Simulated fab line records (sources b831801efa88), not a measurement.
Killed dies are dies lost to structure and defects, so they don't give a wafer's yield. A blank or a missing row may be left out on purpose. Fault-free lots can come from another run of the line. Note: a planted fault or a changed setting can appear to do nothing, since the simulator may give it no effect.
Matching of chambers | flow sky130 | SKY_FIELD_ISO_CMP_27 on cmp-02 has 4 sister chambers
The step polishes, stops on Si3N4, t overpolish 16 s, target thk 457.8 nm. 18 wafers are shown with their chamber, then 9 later ones without.

== EACH WAFER AND ITS CHAMBER ==
wafer  | chamber | motor-current-A (A) | overpolish-run-s (s) | time-to-endpoint-s (s)
L074.1 | 2       | 12.1                | 15.998               | 118.2
L074.2 | 0       | 12.8                | 15.998               | 115.8
L074.3 | 1       | 9.5                 | 16.018               | 115.6
L074.4 | 3       | 12.4                | 16.004               | 118.2
L074.5 | 1       | 9.4                 | 15.999               | 118.0
L074.6 | 0       | 12.6                | 15.988               | 117.6
L077.1 | 3       | 12.5                | 16.001               | 117.8
L077.3 | 1       | 9.7                 | 16.001               | 117.2
L077.5 | 0       | 12.6                | 15.991               | 116.3
L078.1 | 2       | 12.0                | 16.003               | 116.0
L078.2 | 1       | 9.6                 | 15.997               | 112.1
L078.3 | 0       | 12.0                | 16.005               | 116.0
L079.1 | 2       | 12.1                | 15.992               | 116.7
L079.4 | 0       | 12.6                | 16.001               | 112.4
L079.5 | 0       | 13.0                | 15.987               | 119.0
L085.3 | 3       | 12.3                | 16.004               | 115.7
L085.4 | 0       | 13.5                | 16.006               | 113.2
L085.6 | 2       | 12.2                | 16.002               | 113.4

SIGNATURES, as means of the wafers listed above
reading            | chamber 0 | chamber 1 | chamber 2 | chamber 3 | scatter within a chamber
motor-current-A    | 12.729    | 9.550     | 12.100    | 12.400    | 0.31
overpolish-run-s   | 15.99657  | 16.00375  | 15.99875  | 16.00300  | 0.00726
time-to-endpoint-s | 115.757   | 115.725   | 116.075   | 117.233   | 2.21
Rule: for each reading, subtract the chamber's mean from the wafer's reading, divide by that reading's scatter and square the result; add these up over the readings and take the root, which gives the wafer's distance from the chamber. The wafer belongs to the nearest chamber; if the next one is less than 2 further off, it can't be placed. The scatter: the root of (the sum of the squares of (reading less its chamber's mean) over the shown wafers, divided by (wafers less chambers)).

== WAFERS MISSING THEIR CHAMBER ==
wafer  | motor-current-A (A) | overpolish-run-s (s) | time-to-endpoint-s (s)
L086.4 | 13.0                | 15.983               | 111.4
L086.5 | 12.0                | 16.008               | 114.4
L086.6 | 9.5                 | 16.017               | 111.8
L090.3 | 9.3                 | 16.003               | 114.6
L090.4 | 12.6                | 15.996               | 114.4
L090.5 | 9.9                 | 16.005               | 114.7
L091.1 | 12.3                | 15.996               | 116.4
L091.3 | 9.2                 | 16.004               | 110.6
L091.6 | 9.4                 | 15.992               | 110.9

== WHICH CHAMBER EACH ONE RAN IN ==
wafer  | from the rows above          | in truth
L086.4 | can't be placed: 0 or 2 or 3 | 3
L086.5 | can't be placed: 2 or 3 or 0 | 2
L086.6 | 1                            | 1
L090.3 | 1                            | 1
L090.4 | can't be placed: 0 or 3 or 2 | 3
L090.5 | 1                            | 1
L091.1 | can't be placed: 2 or 3 or 0 | 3
L091.3 | 1                            | 1
L091.6 | 1                            | 1
Correctly placed: 5 of 9. Cannot be placed on the basis of these rows: 4; the candidates contain the true chamber in 4. Number placed wrongly: 0.
